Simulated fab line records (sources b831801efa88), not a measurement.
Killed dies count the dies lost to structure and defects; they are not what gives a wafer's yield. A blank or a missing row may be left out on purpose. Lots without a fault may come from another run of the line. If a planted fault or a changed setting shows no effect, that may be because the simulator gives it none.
The tool behind it: which one? ; flow sky130 ; Sampling: 14 lots, 42 wafers, 2 of 708 route steps

## WHAT THE GAUGES SHOWED, per wafer
Not one reading of a measure or inspect step in the record can be checked against a usual standard deviation.

## EACH LOT AND THE TOOL THAT RAN IT (in order: tool; ch and the chambers of the sampled wafers; start)
lot;SKY_FIELD_ISO_OXIDATION_01;SKY_NWELL_CLEAN_00
L749;furnace-01 ch 0, day 1 10:49;wet_bench-01 ch 3, day 2 11:34
L750;furnace-01 ch 0, day 1 15:13;wet_bench-01 ch 2, day 2 21:29
L751;furnace-02 ch 0, day 1 20:47;wet_bench-01 ch 2, day 3 07:07
L752;furnace-01 ch 0, day 2 01:07;wet_bench-01 ch 3, day 3 07:07
L758;furnace-01, day 3 08:53;-
L759;furnace-01, day 3 13:14;-
L763;furnace-01 ch 0, day 4 08:07;wet_bench-04 ch 1, day 5 10:02
L765;furnace-02 ch 0, day 4 19:47;wet_bench-01 ch 1, day 5 21:14
L766;furnace-02 ch 0, day 4 23:58;wet_bench-04 ch 3, day 6 02:03
L767;furnace-01 ch 0, day 5 04:47;wet_bench-01 ch 1, day 6 08:01
L768;furnace-01 ch 0, day 5 10:25;wet_bench-04 ch 1, day 6 13:19
L769;furnace-02 ch 0, day 5 15:13;wet_bench-01 ch 1, day 6 21:24
L770;furnace-01 ch 0, day 5 19:07;wet_bench-04 ch 2, day 7 00:27
L771;furnace-01 ch 0, day 6 01:31;wet_bench-04 ch 3, day 7 07:13
- SKY_FIELD_ISO_OXIDATION_01: stabilise 600 s, purge 300 s, target thk 12 nm.
- SKY_NWELL_CLEAN_00: cleans in SC1/SC2, time 150 s.

## AS READ BY THE TOOLS THEMSELVES (means over the sampled wafers that have a number; for cases with no such wafer, the mark the record gives instead)
SKY_FIELD_ISO_OXIDATION_01.
lot;tool;ox_temp_c (C);ox_temp_c_max;spike_tc_lower_C (C);tube_center_temp_C (C)
L749;furnace-01;900.5;904.0;900.8;899.96
L750;furnace-01;900.1;903.5;900.4;900.07
L751;furnace-02;900.2;905.1;899.0;900.09
L752;furnace-01;900.3;904.6;901.9;900.04
L758;furnace-01;-;-;-;-
L759;furnace-01;-;-;-;-
L763;furnace-01;899.8;904.1;900.3;900.00
L765;furnace-02;900.6;906.2;899.0;900.07
L766;furnace-02;900.2;905.0;899.9;900.00
L767;furnace-01;900.1;903.9;900.9;900.01
L768;furnace-01;899.9;903.9;901.4;899.98
L769;furnace-02;900.3;907.0;899.9;900.00
L770;furnace-01;900.3;903.7;901.0;900.05
L771;furnace-01;900.4;903.9;901.0;899.99

## THE ANSWER, worked out from the rows above alone
Rule: what is usual is taken from the lots themselves. Put in order of their means at a reading, lots are off if they are a third of the lots or fewer, leave a main group of 4 or more, and stand apart from it by a gap of 3 or more times the standard deviation of the main group's means; of several such gaps the widest counts. A main group is skipped when, at the precision printed for the reading in the tables above, its means are all equal. Also off: a lot with no number at a reading for which 4 or more lots have one. All remaining lots with rows at the step are treated as sound. First the gauges in route order, then the tools' own readings, where a lot's mean is used as printed above. The first step at which some lot is off is used, and at that step the reading that is off furthest; a lot without a number counts as furthest.
Off, at SKY_FIELD_ISO_OXIDATION_01 on ox_temp_c: L758, L759. Without a number there: L758, L759. Main group: mean 900.2 C, sd 0.22.
A tool fits if, at that step or a process step before it, it ran every lot that is off, and no sound lot after the first of them. Of those tried, none fits.

## WHAT THE SIMULATOR HAD PUT IN
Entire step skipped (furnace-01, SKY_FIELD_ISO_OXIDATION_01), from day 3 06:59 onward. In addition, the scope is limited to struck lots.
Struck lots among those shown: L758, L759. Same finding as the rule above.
